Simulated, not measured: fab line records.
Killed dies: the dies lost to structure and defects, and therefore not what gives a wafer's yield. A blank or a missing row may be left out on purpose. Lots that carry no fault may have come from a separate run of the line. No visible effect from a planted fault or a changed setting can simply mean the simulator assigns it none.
Struck lot and sound lot, side by side    flow sky130    21 out of 708 route steps
Sound: wafers L931.3, L931.5, L931.6. Wafers L942.1, L942.2, L942.5 were the ones struck. Last of all comes the cause.
Each step with rows lists, per side, the tool, then ch with its chambers, then its first start. Under that, the readings that differ: sound wafers    struck wafers    difference of the means    sigmas: that difference in standard deviations of wafers without a fault.
alike: a reading whose means differ by less than 2 such deviations, as well as words and numbers matching on both sides. not compared: withheld readings; readings where some wafer has no value; bounds like >300 that might hide an equal value; numbers whose values overlap and for which the record gives no deviation.
A row with sigmas, a row that says differs or no value, or rows on one side alone: a step with any of these is where the two part. Numbers that have no deviation but don't overlap get no sigmas and don't part them. Lack of a reading on every wafer of one side parts them only where that side has two or more wafers.

first, 1 step without rows for these wafers: SKY_RES_XHIGH_IMPLANT_07.
SKY_RES_XHIGH_STRIP_08: strips in O2/N2.
  sound on plasma asher-01 ch 0,1, day 28 09:08; struck on plasma asher-04 ch 0,1, day 31 21:37
  alike: drypump motor current A, oes product au, strip time to endpoint s
  not compared: rf hours counter h
SKY_RES_XHIGH_TW_MEAS_09:
  struck on film metro-02, day 31 21:43; sound on film metro-01, day 28 09:14
  alike: RES_XHIGH_TW
then, 7 steps without rows for these wafers: SKY_SD_N_DEHYDRATE_00 (time 60 s); SKY_SD_N_HMDS_01 (prime time 60 s); SKY_SD_N_COAT_02 (resist thk 1140 nm); SKY_SD_N_SOFTBAKE_03 (time 60 s); SKY_SD_N_EXPOSE_04 (exposes mask NSDM, target cd 380 nm); SKY_SD_N_PEB_05; SKY_SD_N_DEVELOP_06 (develop time 60 s).
SKY_SD_N_CD_MEAS_07: the cd target is 380 nm.
  struck on cd sem-02, day 32 23:40; sound on cd sem-01, day 29 13:58
reading     sound              struck             difference  sigmas
cd nm (nm)  376.9 376.7 375.8  381.0 384.2 382.6  +6.1        +2
SKY_SD_N_OVL_MEAS_08:
  struck on overlay-02, day 32 23:47; sound on overlay-02, day 29 14:04
  alike: SD_N_OVL
SKY_SD_N_IMPLANT_09:
  sound on implanter-01 ch 0, day 29 14:08; struck on implanter-03 ch 0, day 32 23:49
reading                    sound                 struck                difference  sigmas
beam energy keV            49.995 49.998 49.997  66.482 66.478 66.476  +16.482     +99 or more
model.implant.rp nm (nm)   33.21 33.21 33.21     41.55 41.55 41.55     +8.34       
model.implant.drp nm (nm)  14.11 14.11 14.11     17.53 17.53 17.53     +3.42       
then, 1 step without rows for these wafers: SKY_SD_N_IMPLANT_10.
SKY_SD_N_STRIP_11: strips in O2/N2.
  sound on plasma asher-02 ch 0,1, day 29 14:25; struck on plasma asher-04 ch 0,1, day 33 00:07
reading                       sound              struck             difference  sigmas
drypump motor current A (A)   5.2 5.2 5.2        6.0 6.3 6.3        +1.0        +2
oes product au (a.u.)         0.526 0.523 0.526  0.498 0.499 0.500  -0.026      -6
strip time to endpoint s (s)  22.59 22.59 22.60  25.11 25.10 25.10  +2.51       +72
  not compared: rf hours counter h
SKY_SD_N_TW_MEAS_12:
  struck on film metro-01, day 33 00:13; sound on film metro-01, day 29 14:31
reading  sound           struck          difference  sigmas
SD_N_TW  3875 3890 3878  4198 4177 4209  +314        +7
then, 1 step without rows for these wafers: SKY_SD_N_CLEAN_13 (cleans in SC1/SC2, time 150 s).
SKY_SD_N_RTA_14: time 2 s.
  sound on rtp anneal-01 ch 0, day 29 14:37; struck on rtp anneal-01 ch 0, day 33 00:19
  alike: lamp power pct, wafer_temp_C_max
SKY_SD_N_RS_MEAS_16: the measuring method here is four-point-probe.
  struck on film metro-02, day 33 00:30; sound on film metro-02, day 29 14:49
reading           sound              struck             difference  sigmas
SD_N_RS (ohm/sq)  68.41 68.37 68.42  58.82 58.85 58.81  -9.57       -96
SKY_SD_N_RS_MEAS_17: the measuring method here is four-point-probe.
  struck on film metro-02, day 33 00:37; sound on film metro-02, day 29 14:56
reading           sound              struck             difference  sigmas
SD_P_RS (ohm/sq)  147.1 146.5 146.9  147.5 147.7 147.6  +0.8        +2
SKY_PAD_OPEN_PROBE_99:
  rows exist in the record for the sound wafers here (prober-02, day 47 10:44), none for the struck ones

## WHERE THEY PART
First at SKY_SD_N_CD_MEAS_07; last, within this record, at SKY_PAD_OPEN_PROBE_99.

WHY: the cause the simulator had injected
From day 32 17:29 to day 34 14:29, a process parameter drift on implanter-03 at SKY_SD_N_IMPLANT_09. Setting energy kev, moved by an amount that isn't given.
